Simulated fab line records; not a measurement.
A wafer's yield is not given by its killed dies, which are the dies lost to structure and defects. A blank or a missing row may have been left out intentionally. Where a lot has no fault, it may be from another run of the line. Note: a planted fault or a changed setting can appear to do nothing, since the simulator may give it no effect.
2 desks, one fault :: flow gf180mcu :: every desk sees just its own numbers, and what lay behind them comes last

TOOL OWNER'S DESK, pvd sputter-01
The tool's own readings at GF_SALICIDE_SPUTTER_02 (material Co, target thk 10 nm, time 20 s): means of the sampled wafers that have a number, for each lot that ran on this tool. The brackets show how far a lot's mean lies from the usual mean; more than 4 standard deviations puts the lot out of limits, marked OUT.
Columns: A = throttle valve pct at GF_SALICIDE_SPUTTER_02, usual 30.0 %
lot: L624
first seen here: day 15 17:11
A: 29.7

lot: L626
first seen here: day 15 23:11
A: 29.6

lot: L627
first seen here: day 16 16:10
A: 29.9

lot: L629
first seen here: day 17 01:39
A: 30.0

lot: L631
first seen here: day 18 01:49
A: 29.8

lot: L639
first seen here: day 20 22:29
A: 29.9

lot: L640
first seen here: day 21 03:31
A: 29.8

lot: L644
first seen here: day 22 10:39
A: 29.8

lot: L646
first seen here: day 23 07:11
A: 30.1
Finding of this desk: none of the 9 lots has anything out of limits.

AT THE METROLOGY DESK
Means of the sampled wafers that have a number, per lot and without regard to the tool the lot ran on: this is what the gauges read. The brackets show how far a lot's mean lies from the usual mean; more than 4 standard deviations puts the lot out of limits, marked OUT.
Columns: A = SAB_CVD_00_THK at GF_SAB_THK_MEAS_01, usual 50.1 nm; B = SALICIDE_TIN_RS at GF_SALICIDE_RS_MEAS_04, usual 16.4 ohm/sq; C = cd nm at GF_CONTACT_CD_MEAS_14, usual 220.2 nm
lot: L624
first seen here: day 14 19:17
A: 50.2
B: 16.1
C: 220.2

lot: L626
first seen here: day 15 00:29
A: 49.8
B: 16.0
C: 221.1

lot: L627
first seen here: day 15 17:55
A: 50.0
B: 16.4
C: 218.9

lot: L628
first seen here: day 15 22:05
A: 49.8
B: 16.5
C: 219.3

lot: L629
first seen here: day 16 02:57
A: 49.8
B: 19.7 (+8.0) OUT
C: 219.4

lot: L630
first seen here: day 16 20:41
A: 49.6
B: 16.4
C: 219.8

lot: L631
first seen here: day 17 01:44
A: 50.2
B: 19.9 (+8.5) OUT
C: 222.7

lot: L638
first seen here: day 19 14:14
A: 50.9
B: 16.7
C: 217.0

lot: L639
first seen here: day 19 21:58
A: 50.7
B: 16.6
C: 221.6

lot: L640
first seen here: day 20 02:26
A: 49.4
B: 16.1
C: 219.1

lot: L641
first seen here: day 20 12:08
A: 49.9
B: 16.3
C: 221.5

lot: L644
first seen here: day 21 10:25
A: 51.1
B: 16.4
C: 221.2

lot: L645
first seen here: day 22 03:44
A: 49.8
B: 16.4
C: 217.6

lot: L646
first seen here: day 22 07:35
A: 50.5
B: 16.1
C: 219.2
This desk finds L629, L631 out of limits, with the earliest case on L629 at day 17 01:44 (SALICIDE_TIN_RS at GF_SALICIDE_RS_MEAS_04). L624, L626, L627, L628, L630, L638, L639, L640, L641, L644, L645, L646: within limits.

TAKEN TOGETHER
At day 17 01:44 the metrology desk could have sounded an alarm, on L629, L631.
Nothing out of limits was seen by the tool owner's desk.
On record at the tool owner's desk: L629, L631, within its limits.
Every lot named ran GF_SALICIDE_SPUTTER_02 on pvd sputter-01.

WHAT HAD BEEN PUT IN BY THE SIMULATOR
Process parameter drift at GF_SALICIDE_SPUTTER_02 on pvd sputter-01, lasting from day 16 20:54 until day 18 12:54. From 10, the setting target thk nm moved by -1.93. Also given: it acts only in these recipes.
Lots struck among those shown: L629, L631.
Delay in hours, fault start to first out-of-limits reading, per desk: metrology desk 5.
